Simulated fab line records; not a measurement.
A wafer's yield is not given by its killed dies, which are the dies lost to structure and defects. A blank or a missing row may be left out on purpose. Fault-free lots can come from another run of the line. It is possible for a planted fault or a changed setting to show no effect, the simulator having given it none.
Which tool did it? | flow sfq-line | route of 325 steps, sampled at 1 step: 14 lots, 42 wafers

== WHAT THE GAUGES SHOWED, per wafer ==
SFQ_INCOMING_BOW_MEAS_900.
lot  | measured    | on            | INCOMING_BOW (um)
L593 | day 1 10:00 | film-metro-01 | -8 5 1
L594 | day 1 15:00 | film-metro-02 | 4 6 3
L595 | day 1 20:01 | film-metro-04 | -3 -1 8
L596 | day 2 01:00 | film-metro-01 | -1 -2 -6
L598 | day 2 11:02 | film-metro-01 | 0 0 -6
L599 | day 2 16:00 | film-metro-04 | 4 0 0
L601 | day 3 02:02 | film-metro-02 | 5 2 -2
L602 | day 3 07:04 | film-metro-04 | 2 -2 2
L603 | day 3 12:00 | film-metro-02 | -5 -19 4
L604 | day 3 17:00 | film-metro-04 | 10 0 -7
L606 | day 4 03:00 | film-metro-01 | 6 -4 -5
L613 | day 5 14:01 | film-metro-04 | -9 -9 12
L615 | day 6 00:01 | film-metro-04 | -5 -2 4
L616 | day 6 05:00 | film-metro-04 | 14 1 -2

== TOOL THAT RAN EACH LOT (tool first, then ch and the chambers of the sampled wafers, then the start) ==
The record holds no process step before these readings.

== AS READ BY THE TOOLS THEMSELVES (means over the sampled wafers that have a number; for cases with no such wafer, the mark the record gives instead) ==
The record holds no such reading with a usual standard deviation.

== THE ANSWER, worked out from the rows above alone ==
Rule: the usual values come from the lots themselves. Put in order of their means at a reading, lots are off if they are a third of the lots or fewer, leave a main group of 4 or more, and stand apart from it by a gap of 3 or more times the standard deviation of the main group's means; of several such gaps the widest counts. A main group whose means are all the same, to the digits that the tables above print for the reading, isn't used. Also off: a lot with no number at a reading for which 4 or more lots have one. The other lots that the step has rows for count as sound. First the gauges in route order, then the tools' own readings, where a lot's mean is used as printed above. At the first step where some lot is off, the reading lying furthest off is the one used; lots without a number count as furthest.
None of the lots is off at any reading shown; this tells nothing.

== WHAT WAS PUT IN BY THE SIMULATOR ==
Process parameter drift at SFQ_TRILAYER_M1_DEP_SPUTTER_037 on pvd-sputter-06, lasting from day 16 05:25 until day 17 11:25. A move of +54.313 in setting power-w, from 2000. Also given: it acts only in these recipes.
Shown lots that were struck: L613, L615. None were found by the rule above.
